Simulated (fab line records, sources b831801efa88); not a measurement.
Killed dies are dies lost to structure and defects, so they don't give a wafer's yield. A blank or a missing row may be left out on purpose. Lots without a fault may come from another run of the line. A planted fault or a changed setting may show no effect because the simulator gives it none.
Which tool did it? | flow sky130 | 12 lots, 36 wafers sampled, at 5 steps of a route of 708

WHAT THE GAUGES READ, wafer by wafer
SKY_PWDE_TW_MEAS_10. Usual: PWDE_TW 375.3, standard deviation 1.6.
lot  | measured    | on            | PWDE_TW                             | flag
L423 | day 4 01:09 | film_metro-04 | 378.6 376.5 375.7                   |
L424 | day 4 06:21 | film_metro-04 | 375.8 377.0 375.5                   |
L425 | day 4 10:20 | film_metro-04 | 376.5 378.3 375.3                   |
L426 | day 4 12:52 | film_metro-02 | 378.7 376.9 378.1                   |
L427 | day 4 16:45 | film_metro-04 | 377.5 376.8 375.4                   |
L429 | day 5 02:18 | film_metro-04 | 378.7 379.7 377.4                   |
L430 | day 6 01:10 | film_metro-04 | 375.2 375.7 374.8                   |
L433 | day 6 07:55 | film_metro-02 | 374.4 373.5 374.5                   |
L435 | day 7 10:21 | film_metro-04 | 375.8 376.9 376.2                   |
L438 | day 7 18:37 | film_metro-04 | 403.8 402.4 403.2 402.8 401.5 404.5 | OFF
L440 | day 7 23:43 | film_metro-04 | 402.8 401.9 403.5 401.8 404.1 401.1 | OFF
L442 | day 8 05:27 | film_metro-02 | 402.9 401.6 400.8 400.4 400.4 401.4 | OFF

SKY_NWELL_RS_MEAS_31: measures by four-point-probe. Usual: PWDE_RS 5267 ohm/sq, standard deviation 19.
lot  | measured     | on            | PWDE_RS (ohm/sq)              | flag
L423 | day 5 09:33  | film_metro-03 | 5229 5253 5249                |
L424 | day 5 16:39  | film_metro-02 | 5301 5308 5306                |
L425 | day 5 20:51  | film_metro-03 | 5261 5241 5268                |
L426 | day 5 23:43  | film_metro-04 | 5246 5236 5250                |
L427 | day 6 04:09  | film_metro-02 | 5264 5269 5263                |
L429 | day 6 16:25  | film_metro-04 | 5271 5255 5256                |
L430 | day 7 16:22  | film_metro-04 | 5254 5266 5244                |
L433 | day 7 23:43  | film_metro-02 | 5260 5266 5261                |
L435 | day 9 05:13  | film_metro-04 | 5255 5265 5245                |
L438 | day 9 13:38  | film_metro-04 | 4390 4404 4393 4385 4413 4402 | OFF
L440 | day 9 18:41  | film_metro-04 | 4395 4416 4397 4412 4404 4400 | OFF
L442 | day 10 01:52 | film_metro-04 | 4381 4374 4382 4384 4373 4376 | OFF

SKY_METAL2_OVL_MEAS_16. Usual: METAL2_OVL -2 nm, standard deviation 5.5.
lot  | measured     | on         | METAL2_OVL (nm) | flag
L423 | day 35 02:54 | overlay-01 | -2 -3 -7        |
L424 | day 35 02:34 | overlay-01 | 3 0 -8          |
L425 | day 35 11:39 | overlay-01 | 1 -7 -2         |
L426 | day 35 16:30 | overlay-01 | 5 2 0           |
L427 | day 35 21:47 | overlay-01 | 5 -6 3          |
L429 | day 36 17:01 | overlay-01 | 1 2 0           |
L430 | day 37 15:26 | overlay-02 | -5 1 -1         |
L433 | day 38 06:47 | overlay-01 | -7 -3 -2        |
L435 | day 39 13:27 | overlay-02 | 6 6 4           |

WHICH TOOL RAN EACH LOT (tool, then ch and the chambers of the sampled wafers, then the start)
lot  | SKY_PWDE_IMPLANT_08            | SKY_METAL1_DESCUM_17
L423 | implanter-02 ch 0, day 4 00:54 | rie_metal-03 ch 0,1, day 32 17:38
L424 | implanter-01 ch 0, day 4 06:06 | rie_metal-01 ch 0,1, day 32 17:43
L425 | implanter-02 ch 0, day 4 10:07 | rie_metal-04 ch 0,1, day 33 04:08
L426 | implanter-02 ch 0, day 4 12:39 | rie_metal-04 ch 0,1, day 33 08:59
L427 | implanter-01 ch 0, day 4 16:30 | rie_metal-04 ch 0,1, day 33 13:44
L429 | implanter-02 ch 0, day 5 02:03 | rie_metal-04 ch 0,1, day 34 09:56
L430 | implanter-01 ch 0, day 6 00:55 | rie_metal-03 ch 0,1, day 35 08:01
L433 | implanter-01 ch 0, day 6 07:40 | rie_metal-01 ch 0, day 35 23:28
L435 | implanter-01 ch 0, day 7 10:06 | rie_metal-04 ch 1, day 37 08:43
L438 | implanter-01 ch 0, day 7 18:23 | -
L440 | implanter-01 ch 0, day 7 23:29 | -
L442 | implanter-01 ch 0, day 8 05:12 | -
- SKY_PWDE_IMPLANT_08
- SKY_METAL1_DESCUM_17: chemistry O2, time 8 s.

WHAT THE TOOLS THEMSELVES READ (means of the sampled wafers that have a number; where no wafer has one, the mark that the record gives instead)
SKY_PWDE_IMPLANT_08. Usual: beam_energy_keV 150.00, standard deviation 0.043; dose_ions_cm2 3.6e+12, standard deviation 4e+09; faraday_current_uA 20.2, standard deviation 0.41.
lot  | tool         | beam_energy_keV | dose_ions_cm2 | faraday_current_uA | flag
L423 | implanter-02 | 150.05          | 3.6e+12       | 20.2               |
L424 | implanter-01 | 150.01          | 3.6e+12       | 20.1               |
L425 | implanter-02 | 150.01          | 3.6e+12       | 20.1               |
L426 | implanter-02 | 150.01          | 3.6e+12       | 20.2               |
L427 | implanter-01 | 150.05          | 3.6e+12       | 20.4               |
L429 | implanter-02 | 150.00          | 3.6e+12       | 20.0               |
L430 | implanter-01 | 150.02          | 3.6e+12       | 20.2               |
L433 | implanter-01 | 150.01          | 3.6e+12       | 20.1               |
L435 | implanter-01 | 150.02          | 3.6e+12       | 20.3               |
L438 | implanter-01 | 149.99          | 4.5e+12       | 25.6               | OFF
L440 | implanter-01 | 149.98          | 4.5e+12       | 25.2               | OFF
L442 | implanter-01 | 149.97          | 4.5e+12       | 25.1               | OFF

SKY_METAL1_DESCUM_17. Usual: drypump_motor_current_A 5.65 A, standard deviation 0.23; he_backside_leak_sccm 3.32 sccm, standard deviation 0.26; oes_product_au 1.007 a.u., standard deviation 0.0088; temp_c 39.99 C, standard deviation 0.11.
lot  | tool         | drypump_motor_current_A (A) | he_backside_leak_sccm (sccm) | oes_product_au (a.u.) | temp_c (C) | flag
L423 | rie_metal-03 | 5.65                        | 3.17                         | 1.005                 | 40.00      |
L424 | rie_metal-01 | 5.68                        | 3.33                         | 1.005                 | 40.00      |
L425 | rie_metal-04 | 5.74                        | 3.47                         | 1.016                 | 39.99      |
L426 | rie_metal-04 | 5.77                        | 3.49                         | 1.023                 | 40.02      |
L427 | rie_metal-04 | 5.51                        | 3.17                         | 1.016                 | 39.96      |
L429 | rie_metal-04 | 5.52                        | 3.29                         | 1.006                 | 39.89      |
L430 | rie_metal-03 | 5.65                        | 2.96                         | 1.007                 | 39.97      |
L433 | rie_metal-01 | 5.76                        | 3.51                         | 0.992                 | 39.93      |
L435 | rie_metal-04 | 6.01                        | 3.38                         | 1.013                 | 39.98      |

THE ANSWER, worked out from the rows above alone
Rule: a lot is off if the mean of its wafers that have a number lies more than 3 standard deviations from the usual mean. A lot without any number at a reading at which 4 lots or more have one is off too. The other lots that the step has rows for count as sound. The gauges are gone through in route order, then the tools' own readings, and for those a lot's mean is taken as printed above. The first step at which some lot is off is used, and at that step the reading that is off furthest; a lot without a number counts as furthest.
Off: L438, L440, L442, at SKY_PWDE_TW_MEAS_10 (PWDE_TW).
A tool fits if, at a process step before that reading, it ran every lot that is off, and no sound lot after the first of them. The gauges at SKY_PWDE_TW_MEAS_10 aren't tried: what is off there is off at SKY_PWDE_IMPLANT_08 too, on other tools, and a gauge's error can't cause that. One fits: implanter-01 at SKY_PWDE_IMPLANT_08. Its last sound lot is L435 (day 7 10:06), its first lot that is off L438 (day 7 18:23): a fault that began between those two fits.
The tool's own readings at SKY_PWDE_IMPLANT_08 bear it out: on the lots that are off they differ by more than 5 times the standard deviation of the sound lots' means. dose_ions_cm2 reads 4.5e+12 there against 3.6e+12 on the sound lots; faraday_current_uA reads 25.3 there against 20.2 on the sound lots.

WHAT THE SIMULATOR HAD PUT IN
Process parameter drift: implanter-01, from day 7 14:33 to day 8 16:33, at SKY_PWDE_IMPLANT_08. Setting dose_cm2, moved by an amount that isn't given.
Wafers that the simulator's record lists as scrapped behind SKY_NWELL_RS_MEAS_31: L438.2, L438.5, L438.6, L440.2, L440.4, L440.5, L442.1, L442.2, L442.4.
Lots struck among those shown: L438, L440, L442. The rule above found the same.
